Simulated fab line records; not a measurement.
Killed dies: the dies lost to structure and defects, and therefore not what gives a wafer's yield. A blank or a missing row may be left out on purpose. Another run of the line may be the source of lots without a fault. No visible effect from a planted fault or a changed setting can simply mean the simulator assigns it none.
Comparing a struck lot with a sound one :: flow gf180mcu :: 22 out of 602 route steps
Sound: these wafers, L598.4, L598.5, L598.6. The struck wafers were L609.3, L609.5, L609.6. The cause is given at the end.
At each step with rows: each side's tool, then ch and its chambers, then its first start. Under that, the readings that differ: sound wafers :: struck wafers :: difference of the means :: sigmas: that difference in standard deviations of wafers without a fault.
alike: readings with means less than 2 such deviations apart, plus words and numbers identical on both sides. not compared: withheld readings, readings lacking a value on some wafer, bounds such as >300 that could conceal the same value, and numbers that have no deviation in the record and whose values overlap.
Wherever a step has rows on one side only, a row that says differs or no value, or a row with sigmas, the two part there. Numbers that have no deviation but don't overlap get no sigmas and don't part them. A reading that every wafer of one side lacks parts them only if that side has two wafers or more.

first, 3 steps without rows for these wafers: GF_M2_STRIP_18 (strips in post etch residue remover, time 1200 s); GF_M2_CLEAN_19 (cleans in DIW); GF_V2_CVD_00 (deposits SiO2, target thk 600 nm, time 100 s).
GF_V2_THK_MEAS_01:
  sound on film metro-01, day 20 00:44; struck on film metro-01, day 24 02:46
  alike: V2_CVD_00_THK
GF_V2_CVD_02: deposits SiO2 from TEOS, target thk 850 nm, time 94.851 s.
  sound on pecvd-02 ch 0,1,2, day 20 00:47; struck on pecvd-04 ch 0,1,2, day 24 02:49
  alike: heater power w
GF_V2_THK_MEAS_03:
  sound on film metro-01, day 20 00:52; struck on film metro-02, day 24 02:54
reading: V2_CVD_02_THK (nm)
sound: 876 876 869
struck: 850 855 856
difference: -20
sigmas: -2
GF_V2_CMP_04: polishes SiO2.
  sound on cmp-01 ch 0,1, day 20 00:56; struck on cmp-01 ch 0,1, day 24 02:59
  alike: motor current A, time to endpoint s
GF_V2_BOW_MEAS_05:
  sound on film metro-01, day 20 01:15; struck on film metro-04, day 24 03:17
  alike: V2_BOW
then, 4 steps without rows for these wafers: GF_V2_DEHYDRATE_06 (time 60 s); GF_V2_HMDS_07 (prime time 60 s); GF_V2_COAT_08; GF_V2_COAT_09 (resist thk 1000 nm).
GF_V2_SOFTBAKE_10: time 60 s.
  sound on litho track-04 ch 0, day 20 13:00; struck on litho track-04 ch 0, day 24 14:00
reading: run length s (s)
sound: 89.25 89.22 89.37
struck: 100.52 100.63 100.46
difference: +11.26
sigmas: +75
then, 3 steps without rows for these wafers: GF_V2_EXPOSE_11 (exposes mask Via2, target cd 260 nm); GF_V2_PEB_12 (peb time 90 s); GF_V2_DEVELOP_13 (develop time 60 s).
GF_V2_CD_MEAS_14: the cd target is 260 nm.
  sound on cd sem-01, day 21 00:40; struck on cd sem-02, day 25 01:27
  alike: cd nm
GF_V2_OVL_MEAS_15:
  sound on overlay-01, day 21 00:45; struck on overlay-02, day 25 01:32
  alike: V2_OVL
GF_V2_ETCH_16: etches BARC in N2/H2.
  sound on rie diel-02 ch 1,2,3, day 21 00:47; struck on rie diel-01 ch 1,2, day 25 01:34
  alike: bias w, drypump motor current A, h2 flow sccm, oes product au, throttle valve pct
  not compared: model.V2.cd nm
GF_V2_ETCH_17: etches SiO2 in C4F8/O2/Ar, stops on TiN, target depth 630 nm.
  sound: rie diel-02 ch 1,2,3; struck: rie diel-01 ch 1,2
reading: model.V2.cd nm (nm)
sound: 260.4 260.2 259.4
struck: 261.2 260.6 260.7
difference: +0.8
sigmas: 
  alike: bias w, oes product au
GF_V2_STRIP_18: strips in O2/N2.
  sound on plasma asher-01 ch 0,1, day 21 00:56; struck on plasma asher-04 ch 0,1, day 25 01:44
  alike: drypump motor current A, heater power w, oes product au, platen temp c
  not compared: rf hours counter h
GF_PASSIVATION_PROBE_99:
  the record holds rows for the sound wafers here (prober-02, day 29 16:09) but none for the struck ones

## WHERE THEY PART
First at GF_V2_THK_MEAS_03; last, within this record, at GF_PASSIVATION_PROBE_99.

WHY: whatever the simulator had introduced
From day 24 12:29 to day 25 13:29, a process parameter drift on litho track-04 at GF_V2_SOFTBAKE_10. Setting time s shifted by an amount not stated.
